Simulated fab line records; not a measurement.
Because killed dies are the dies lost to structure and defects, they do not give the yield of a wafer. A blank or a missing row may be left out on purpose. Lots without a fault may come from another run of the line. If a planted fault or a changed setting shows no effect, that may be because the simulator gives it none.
Matching of chambers | flow sky130 | rie-diel-03 running SKY_SPACER_ETCHBACK_02: 4 sister chambers
The step etches Si3N4 in CH3F/O2, stops on SiO2, time 46.7 s, target depth 45 nm. 14 wafers are shown with their chamber, then 7 later ones without.

== EACH WAFER AND ITS CHAMBER ==
wafer  | chamber | drypump-motor-current-A (A) | O2_flow_sccm (sccm) | oes-product-au (a.u.)
L846.1 | 3       | 5.98                        | 29.98               | 0.855
L846.3 | 1       | 5.88                        | 29.89               | 0.855
L846.5 | 0       | 5.86                        | 30.00               | 0.856
L848.1 | 1       | 5.85                        | 29.89               | 0.862
L848.2 | 3       | 5.98                        | 30.09               | 0.857
L848.6 | 3       | 5.95                        | 30.08               | 0.865
L853.3 | 2       | 6.08                        | 29.84               | 0.844
L853.4 | 1       | 5.83                        | 29.96               | 0.853
L853.6 | 0       | 5.85                        | 29.98               | 0.848
L856.2 | 0       | 5.84                        | 29.90               | 0.848
L856.5 | 0       | 5.85                        | 29.90               | 0.855
L856.6 | 3       | 5.94                        | 30.05               | 0.848
L857.1 | 0       | 5.85                        | 30.17               | 0.847
L857.5 | 0       | 5.86                        | 30.11               | 0.844

SIGNATURES (means of the wafers above)
reading                 | chamber 0 | chamber 1 | chamber 2 | chamber 3 | scatter within a chamber
drypump-motor-current-A | 5.8517    | 5.8533    | 6.0800    | 5.9625    | 0.0168
O2_flow_sccm            | 30.0100   | 29.9133   | 29.8400   | 30.0500   | 0.0845
oes-product-au          | 0.84967   | 0.85667   | 0.84400   | 0.85625   | 0.00552
Rule: distance of a wafer from a chamber = root of the sum over the readings of ((wafer's reading minus chamber's mean) / reading's scatter) squared. The wafer belongs to the nearest chamber; if the next one is less than 2 further off, it can't be placed. The scatter is the square root of a quotient: the sum, over the shown wafers, of each reading's squared deviation from its chamber's mean, divided by wafers minus chambers.

== WAFERS WHOSE CHAMBER IS MISSING ==
wafer  | drypump-motor-current-A (A) | O2_flow_sccm (sccm) | oes-product-au (a.u.)
L857.6 | 5.97                        | 30.03               | 0.839
L865.3 | 5.93                        | 29.96               | 0.846
L865.5 | 5.95                        | 29.90               | 0.857
L865.6 | 6.09                        | 30.00               | 0.852
L869.1 | 5.95                        | 30.06               | 0.857
L869.2 | 6.08                        | 30.01               | 0.847
L869.5 | 5.96                        | 29.82               | 0.855

== EACH ONE'S CHAMBER ==
wafer  | from the rows above     | in truth
L857.6 | 3                       | 3
L865.3 | can't be placed: 3 or 0 | 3
L865.5 | 3                       | 3
L865.6 | 2                       | 2
L869.1 | 3                       | 3
L869.2 | 2                       | 2
L869.5 | 3                       | 3
Correctly placed: 6 of 7. Cannot be placed on the basis of these rows: 1; the candidates contain the true chamber in 1. Placed wrongly: 0.
